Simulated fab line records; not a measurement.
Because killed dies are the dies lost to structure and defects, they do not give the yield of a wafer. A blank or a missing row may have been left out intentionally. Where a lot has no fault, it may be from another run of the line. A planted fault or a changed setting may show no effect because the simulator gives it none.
Which tool was responsible? / flow sky130 / 45 wafers from 15 lots sampled at 4 of the route's 708 steps

== WHAT THE GAUGES SHOWED, per wafer ==
Not one reading of a measure or inspect step in the record can be checked against a usual standard deviation.

== WHICH TOOL RAN EACH LOT (tool, then ch and the chambers of the sampled wafers, then the start) ==
lot=L269; SKY_CONTACT_ETCH_17=rie-diel-04 ch 1,2,3, day 31 08:29; SKY_METAL1_SPUTTER_03=pvd-sputter-01, day 31 10:14; SKY_METAL1_DEVELOP_14=litho-track-04 ch 0, day 32 12:00; SKY_VIA1_CMP_02=cmp-01 ch 0,2,3, day 32 13:49
lot=L271; SKY_CONTACT_ETCH_17=rie-diel-03 ch 1,2, day 32 02:49; SKY_METAL1_SPUTTER_03=pvd-sputter-02, day 32 04:15; SKY_METAL1_DEVELOP_14=litho-track-04 ch 0, day 33 06:00; SKY_VIA1_CMP_02=cmp-02 ch 0,1,3, day 33 07:55
lot=L273; SKY_CONTACT_ETCH_17=rie-diel-03 ch 0,1,2, day 32 22:59; SKY_METAL1_SPUTTER_03=pvd-sputter-01, day 33 00:24; SKY_METAL1_DEVELOP_14=litho-track-02 ch 0, day 34 02:00; SKY_VIA1_CMP_02=cmp-02 ch 0,2,3, day 34 04:09
lot=L274; SKY_CONTACT_ETCH_17=rie-diel-01 ch 1,3, day 33 23:16; SKY_METAL1_SPUTTER_03=pvd-sputter-04, day 34 00:55; SKY_METAL1_DEVELOP_14=litho-track-04 ch 0, day 35 03:00; SKY_VIA1_CMP_02=cmp-02 ch 0,1,3, day 35 04:53
lot=L276; SKY_CONTACT_ETCH_17=rie-diel-04 ch 0,1,3, day 34 04:26; SKY_METAL1_SPUTTER_03=pvd-sputter-01, day 34 05:51; SKY_METAL1_DEVELOP_14=litho-track-04 ch 0, day 35 08:00; SKY_VIA1_CMP_02=cmp-01 ch 0,2,3, day 35 09:58
lot=L277; SKY_CONTACT_ETCH_17=rie-diel-03 ch 1,2, day 34 09:58; SKY_METAL1_SPUTTER_03=pvd-sputter-01, day 34 11:22; SKY_METAL1_DEVELOP_14=litho-track-02 ch 0, day 35 13:00; SKY_VIA1_CMP_02=cmp-02 ch 2,3, day 35 15:40
lot=L278; SKY_CONTACT_ETCH_17=rie-diel-01 ch 1,2,3, day 34 19:14; SKY_METAL1_SPUTTER_03=pvd-sputter-04, day 34 20:38; SKY_METAL1_DEVELOP_14=litho-track-03 ch 0, day 35 22:00; SKY_VIA1_CMP_02=cmp-02 ch 1,2,3, day 36 00:25
lot=L280; SKY_CONTACT_ETCH_17=rie-diel-03 ch 0,1,3, day 35 05:40; SKY_METAL1_SPUTTER_03=pvd-sputter-01, day 35 07:05; SKY_METAL1_DEVELOP_14=litho-track-03 ch 0, day 36 10:00; SKY_VIA1_CMP_02=cmp-01 ch 1,2,3, day 36 11:58
lot=L282; SKY_CONTACT_ETCH_17=rie-diel-01 ch 2,3, day 35 20:29; SKY_METAL1_SPUTTER_03=pvd-sputter-01, day 35 22:14; SKY_METAL1_DEVELOP_14=litho-track-03, day 36 22:00; SKY_VIA1_CMP_02=-
lot=L283; SKY_CONTACT_ETCH_17=rie-diel-04 ch 0,2,3, day 36 07:35; SKY_METAL1_SPUTTER_03=pvd-sputter-04, day 36 09:02; SKY_METAL1_DEVELOP_14=litho-track-03, day 37 10:00; SKY_VIA1_CMP_02=-
lot=L284; SKY_CONTACT_ETCH_17=rie-diel-01 ch 0,1,2, day 36 14:04; SKY_METAL1_SPUTTER_03=pvd-sputter-01, day 36 16:20; SKY_METAL1_DEVELOP_14=litho-track-04, day 37 18:00; SKY_VIA1_CMP_02=-
lot=L286; SKY_CONTACT_ETCH_17=rie-diel-01 ch 0,2, day 37 04:08; SKY_METAL1_SPUTTER_03=pvd-sputter-02, day 37 05:34; SKY_METAL1_DEVELOP_14=litho-track-03 ch 0, day 38 07:00; SKY_VIA1_CMP_02=cmp-01 ch 0,1,2, day 38 09:24
lot=L288; SKY_CONTACT_ETCH_17=rie-diel-01 ch 0,2, day 37 18:29; SKY_METAL1_SPUTTER_03=pvd-sputter-01, day 37 19:53; SKY_METAL1_DEVELOP_14=litho-track-02 ch 0, day 38 21:00; SKY_VIA1_CMP_02=cmp-01 ch 1,3, day 38 23:08
lot=L291; SKY_CONTACT_ETCH_17=rie-diel-01 ch 0,1,2, day 38 13:31; SKY_METAL1_SPUTTER_03=pvd-sputter-01, day 38 14:56; SKY_METAL1_DEVELOP_14=litho-track-04 ch 0, day 39 15:00; SKY_VIA1_CMP_02=cmp-02 ch 0,2,3, day 39 16:43
lot=L292; SKY_CONTACT_ETCH_17=rie-diel-04 ch 0,1,3, day 38 18:31; SKY_METAL1_SPUTTER_03=pvd-sputter-01, day 38 19:55; SKY_METAL1_DEVELOP_14=litho-track-03 ch 0, day 39 20:00; SKY_VIA1_CMP_02=cmp-01 ch 0,1,3, day 39 21:46
- SKY_CONTACT_ETCH_17: etches SiO2 in C4F8/O2/Ar, stops on Si3N4, target depth 340 nm.
- SKY_METAL1_SPUTTER_03: material Ti, target thk 5 nm, time 3.3 s.
- SKY_METAL1_DEVELOP_14: develop time 60 s.
- SKY_VIA1_CMP_02: polishes SiO2.

== WHAT THE TOOLS THEMSELVES READ (means of the sampled wafers that have a number; where no wafer has one, the mark that the record gives instead) ==
SKY_CONTACT_ETCH_17.
lot=L269; tool=rie-diel-04; oes-product-au (a.u.)=0.894
lot=L271; tool=rie-diel-03; oes-product-au (a.u.)=0.890
lot=L273; tool=rie-diel-03; oes-product-au (a.u.)=0.888
lot=L274; tool=rie-diel-01; oes-product-au (a.u.)=0.888
lot=L276; tool=rie-diel-04; oes-product-au (a.u.)=0.890
lot=L277; tool=rie-diel-03; oes-product-au (a.u.)=0.886
lot=L278; tool=rie-diel-01; oes-product-au (a.u.)=0.891
lot=L280; tool=rie-diel-03; oes-product-au (a.u.)=0.889
lot=L282; tool=rie-diel-01; oes-product-au (a.u.)=0.892
lot=L283; tool=rie-diel-04; oes-product-au (a.u.)=0.891
lot=L284; tool=rie-diel-01; oes-product-au (a.u.)=0.889
lot=L286; tool=rie-diel-01; oes-product-au (a.u.)=0.893
lot=L288; tool=rie-diel-01; oes-product-au (a.u.)=0.889
lot=L291; tool=rie-diel-01; oes-product-au (a.u.)=0.886
lot=L292; tool=rie-diel-04; oes-product-au (a.u.)=0.890

SKY_METAL1_SPUTTER_03.
lot=L269; tool=pvd-sputter-01; throttle-valve-pct (%)=30.0
lot=L271; tool=pvd-sputter-02; throttle-valve-pct (%)=30.1
lot=L273; tool=pvd-sputter-01; throttle-valve-pct (%)=30.1
lot=L274; tool=pvd-sputter-04; throttle-valve-pct (%)=30.7
lot=L276; tool=pvd-sputter-01; throttle-valve-pct (%)=29.7
lot=L277; tool=pvd-sputter-01; throttle-valve-pct (%)=30.1
lot=L278; tool=pvd-sputter-04; throttle-valve-pct (%)=31.0
lot=L280; tool=pvd-sputter-01; throttle-valve-pct (%)=28.9
lot=L282; tool=pvd-sputter-01; throttle-valve-pct (%)=29.0
lot=L283; tool=pvd-sputter-04; throttle-valve-pct (%)=30.4
lot=L284; tool=pvd-sputter-01; throttle-valve-pct (%)=28.7
lot=L286; tool=pvd-sputter-02; throttle-valve-pct (%)=29.7
lot=L288; tool=pvd-sputter-01; throttle-valve-pct (%)=29.5
lot=L291; tool=pvd-sputter-01; throttle-valve-pct (%)=30.0
lot=L292; tool=pvd-sputter-01; throttle-valve-pct (%)=30.3

SKY_METAL1_DEVELOP_14.
lot=L269; tool=litho-track-04; chill-plate-temp-C (C)=22.97; developer-temp-C (C)=21.13
lot=L271; tool=litho-track-04; chill-plate-temp-C (C)=23.00; developer-temp-C (C)=20.83
lot=L273; tool=litho-track-02; chill-plate-temp-C (C)=22.96; developer-temp-C (C)=20.84
lot=L274; tool=litho-track-04; chill-plate-temp-C (C)=23.07; developer-temp-C (C)=21.02
lot=L276; tool=litho-track-04; chill-plate-temp-C (C)=22.98; developer-temp-C (C)=21.04
lot=L277; tool=litho-track-02; chill-plate-temp-C (C)=23.09; developer-temp-C (C)=21.07
lot=L278; tool=litho-track-03; chill-plate-temp-C (C)=23.03; developer-temp-C (C)=21.06
lot=L280; tool=litho-track-03; chill-plate-temp-C (C)=23.00; developer-temp-C (C)=20.97
lot=L282; tool=litho-track-03; chill-plate-temp-C (C)=-; developer-temp-C (C)=-
lot=L283; tool=litho-track-03; chill-plate-temp-C (C)=-; developer-temp-C (C)=-
lot=L284; tool=litho-track-04; chill-plate-temp-C (C)=-; developer-temp-C (C)=-
lot=L286; tool=litho-track-03; chill-plate-temp-C (C)=23.04; developer-temp-C (C)=21.08
lot=L288; tool=litho-track-02; chill-plate-temp-C (C)=22.95; developer-temp-C (C)=20.87
lot=L291; tool=litho-track-04; chill-plate-temp-C (C)=23.04; developer-temp-C (C)=21.03
lot=L292; tool=litho-track-03; chill-plate-temp-C (C)=23.11; developer-temp-C (C)=20.95

SKY_VIA1_CMP_02.
lot=L269; tool=cmp-01; edge-zone-pressure-frac=0.995; head-pressure-psi (psi)=4.000; motor-current-A (A)=11.4
lot=L271; tool=cmp-02; edge-zone-pressure-frac=0.998; head-pressure-psi (psi)=4.002; motor-current-A (A)=11.5
lot=L273; tool=cmp-02; edge-zone-pressure-frac=1.000; head-pressure-psi (psi)=3.993; motor-current-A (A)=11.1
lot=L274; tool=cmp-02; edge-zone-pressure-frac=0.997; head-pressure-psi (psi)=4.005; motor-current-A (A)=11.5
lot=L276; tool=cmp-01; edge-zone-pressure-frac=0.999; head-pressure-psi (psi)=3.996; motor-current-A (A)=11.4
lot=L277; tool=cmp-02; edge-zone-pressure-frac=1.000; head-pressure-psi (psi)=4.001; motor-current-A (A)=11.2
lot=L278; tool=cmp-02; edge-zone-pressure-frac=1.000; head-pressure-psi (psi)=3.995; motor-current-A (A)=11.3
lot=L280; tool=cmp-01; edge-zone-pressure-frac=0.997; head-pressure-psi (psi)=3.999; motor-current-A (A)=12.8
lot=L286; tool=cmp-01; edge-zone-pressure-frac=1.005; head-pressure-psi (psi)=3.994; motor-current-A (A)=11.5
lot=L288; tool=cmp-01; edge-zone-pressure-frac=0.995; head-pressure-psi (psi)=4.006; motor-current-A (A)=13.5
lot=L291; tool=cmp-02; edge-zone-pressure-frac=1.001; head-pressure-psi (psi)=3.998; motor-current-A (A)=11.2
lot=L292; tool=cmp-01; edge-zone-pressure-frac=0.999; head-pressure-psi (psi)=4.001; motor-current-A (A)=12.5

== THE ANSWER, worked out from the rows above alone ==
Rule: usual is defined by the lots themselves. Put in order of their means at a reading, lots are off if they are a third of the lots or fewer, leave a main group of 4 or more, and stand apart from it by a gap of 3 or more times the standard deviation of the main group's means; of several such gaps the widest counts. The tables above print the reading to a certain number of digits; a main group whose means all agree to those digits is not used. A lot without any number at a reading at which 4 lots or more have one is off too. The other lots that the step has rows for count as sound. After the gauges, taken in route order, come the tools' own readings; for these a lot's mean is taken, as printed above. At the first step where some lot is off, the reading lying furthest off is the one used; lots without a number count as furthest.
Off: L282, L283, L284 (SKY_METAL1_DEVELOP_14, chill-plate-temp-C). Without a number there: L282, L283, L284. For the main group the mean is 23.02 C and the standard deviation 0.05.
If a tool, at that step or one of the process steps before it, ran each lot that is off and ran no sound lot following the first of them, it fits. Not one of the candidates tried fits.

== WHAT THE SIMULATOR PUT IN ==
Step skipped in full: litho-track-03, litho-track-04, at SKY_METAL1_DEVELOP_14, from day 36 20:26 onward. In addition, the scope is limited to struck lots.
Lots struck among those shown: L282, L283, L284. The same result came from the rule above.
